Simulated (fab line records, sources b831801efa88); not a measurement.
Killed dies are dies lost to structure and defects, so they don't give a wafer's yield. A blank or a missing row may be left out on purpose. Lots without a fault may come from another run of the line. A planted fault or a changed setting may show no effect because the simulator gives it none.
A struck lot beside a sound one | flow sky130 | 16 steps out of a route of 708
Sound: wafers L172.1, L172.4, L172.5. Struck: wafers L170.2, L170.3, L170.4. The cause comes at the end.
At each step with rows: each side's tool, then ch and its chambers, then its first start. Under that, the readings that differ: sound wafers | struck wafers | difference of the means | sigmas: that difference in standard deviations of wafers without a fault.
alike: readings whose means differ by less than 2 such deviations, and words and numbers that are the same on both sides. not compared: withheld readings, readings that some wafer has no value for, bounds like >300 that may hide the same value, and numbers for which the record gives no deviation and whose values overlap.
The two part at a step that has a row with sigmas, a row that says differs or no value, or rows on one side only. Numbers that don't overlap but have no deviation are shown without sigmas and don't part them. A reading that every wafer of one side lacks parts them only if that side has two wafers or more.

first, 2 steps without rows for these wafers: SKY_NWELL_IMPLANT_12; SKY_NWELL_IMPLANT_13.
SKY_NWELL_STRIP_14: strips in O2/N2.
  sound on plasma_asher-02 ch 1, day 7 16:32; struck on plasma_asher-02 ch 0,1, day 7 06:17
  alike: drypump_motor_current_A, n2_flow_sccm, oes_product_au, strip_time_to_endpoint_s
  not compared: rf_hours_counter_h
SKY_NWELL_TW_MEAS_15:
  sound on film_metro-04, day 7 16:38; struck on film_metro-02, day 7 06:24
  alike: NWELL_TW
then, 7 steps without rows for these wafers: SKY_NWELL_DEHYDRATE_16 (time 60 s); SKY_NWELL_HMDS_17 (prime time 60 s); SKY_NWELL_COAT_18 (resist thk 3000 nm); SKY_NWELL_SOFTBAKE_19; SKY_NWELL_EXPOSE_20 (exposes mask NWM COMPLEMENT, target cd 840 nm); SKY_NWELL_PEB_21; SKY_NWELL_DEVELOP_22 (develop time 60 s).
SKY_NWELL_OVL_MEAS_23:
  sound on overlay-01, day 8 12:33; struck on overlay-01, day 8 02:13
  alike: NWELL_01_OVL
SKY_NWELL_IMPLANT_24:
  sound on implanter-04 ch 0, day 8 12:35; struck on implanter-03 ch 0, day 8 02:16
  reading            | sound                         | struck                           | difference  | sigmas
  dose_ions_cm2      | 9.206e+12 9.195e+12 9.209e+12 | 1.1093e+13 1.1103e+13 1.1102e+13 | +1.8960e+12 | +99 or more
  faraday_current_uA | 51.2 50.9 51.6                | 62.8 62.7 63.9                   | +11.9       | +11
  alike: beam_on_s
SKY_NWELL_STRIP_25: strips in O2/N2.
  sound on plasma_asher-03 ch 1, day 8 12:44; struck on plasma_asher-03 ch 0,1, day 8 02:23
  alike: drypump_motor_current_A, n2_flow_sccm, oes_product_au, strip_time_to_endpoint_s
  not compared: rf_hours_counter_h
SKY_NWELL_TW_MEAS_26:
  sound on film_metro-01, day 8 12:50; struck on film_metro-01, day 8 02:44
  reading    | sound       | struck      | difference | sigmas
  NWELL_2_TW | 510 510 510 | 539 537 537 | +28        | +4
  not compared: hold
-- the record jumps here: 40 days lie between the struck wafers' starts before and after (it left off in module NWELL and takes up again in module PAD_OPEN, whose first step shown is number 708 of the route) --
SKY_PAD_OPEN_PROBE_99:
  sound on prober-01, day 48 21:46; struck on prober-01, day 48 11:35
  reading                                    | sound                         | struck                        | difference | sigmas
  model.etest.pfet_16v.r_on_ohm_um           | 1.519e+04 1.486e+04 1.497e+04 | 1.379e+04 1.375e+04 1.379e+04 | -1.230e+03 |
  model.etest.res_iso_pwell.rs_ohm_sq        | 2876 2758 2804                | 2266 2239 2251                | -561       |
  model.etest.res_pwell_under_gate.rs_ohm_sq | 2257 2273 2246                | 1996 2003 1995                | -261       |
  model.etest.res_iso_pwell.line_ohm_um      | 1076 1040 1052                | 853.6 843.2 856.5             | -204.9     |
  model.etest.res_nwell.width_nm (nm)        | 825.8 824.6 825               | 820.9 818.1 817.6             | -6.3       |
  model.etest.pfet_16v.drive_ua_um           | 238 243.9 243.1               | 258.1 256.9 256.6             | +15.5      |
  model.etest.field_n.vt_v (V)               | 35.93 34.97 35.53             | 38.21 37.83 38.25             | +2.62      |
  alike: killed_at_M0_to_M3, killed_at_M4_up, killed_at_contacts, killed_at_front_end, killed_at_other, killed_dies, killed_open, killed_short
  not compared: model.etest.tip_n_5v.rs_ohm_sq

WHERE THEY PART
First at SKY_NWELL_IMPLANT_24; last, within this record, at SKY_NWELL_TW_MEAS_26. Later steps at which nothing parts them and some readings are alike: SKY_PAD_OPEN_PROBE_99.

WHY: what the simulator had put in
Process parameter drift: implanter-03, from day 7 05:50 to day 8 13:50, at SKY_NWELL_IMPLANT_24. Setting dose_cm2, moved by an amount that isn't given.
